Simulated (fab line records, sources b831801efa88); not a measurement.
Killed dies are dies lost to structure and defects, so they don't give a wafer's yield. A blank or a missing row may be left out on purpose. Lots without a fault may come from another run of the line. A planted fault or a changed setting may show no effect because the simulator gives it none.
Chamber matching | flow sky130 | SKY_VIA1_CMP_24 on cmp-01: 4 sister chambers
The step polishes, stops on SiO2, t overpolish 15 s, target thk 0 nm. 4 wafers are shown with their chamber, then 7 later ones without.

WAFERS WITH THEIR CHAMBER
wafer  | chamber | motor_current_A (A)
L610.1 | 3       | 10.4
L612.3 | 2       | 12.6
L618.1 | 1       | 10.1
L618.4 | 0       | 10.0

WAFERS WITHOUT THEIR CHAMBER
wafer  | motor_current_A (A)
L618.5 | 9.7
L619.1 | 9.6
L619.2 | 10.3
L619.4 | 12.2
L627.1 | 9.5
L627.3 | 11.7
L627.5 | 10.3

WHICH CHAMBER EACH WENT THROUGH
wafer  | from the rows above               | in truth
L618.5 | can't be placed: 0 or 1 or 3      | 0
L619.1 | can't be placed: 0 or 1 or 3      | 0
L619.2 | can't be placed: 3 or 1 or 0      | 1
L619.4 | 2                                 | 2
L627.1 | can't be placed: 0 or 1 or 3      | 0
L627.3 | can't be placed: 2 or 3 or 1 or 0 | 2
L627.5 | can't be placed: 3 or 1 or 0      | 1
Placed correctly: 1 of 7. Can't be placed from these rows: 6 (the true chamber is among the candidates in 6). Placed wrongly: 0.
How it was worked out, from the rows above alone: a wafer's distance from a chamber is the root of the sum, over the readings, of the square of ((its reading less the chamber's mean) divided by the reading's scatter). The wafer belongs to the nearest chamber; if the next one is less than 2 further off, it can't be placed. A chamber's mean is the mean of its shown wafers. The scatter: with one shown wafer a chamber, the root of the mean of the squares of how far each hidden wafer lies from its nearest shown one.
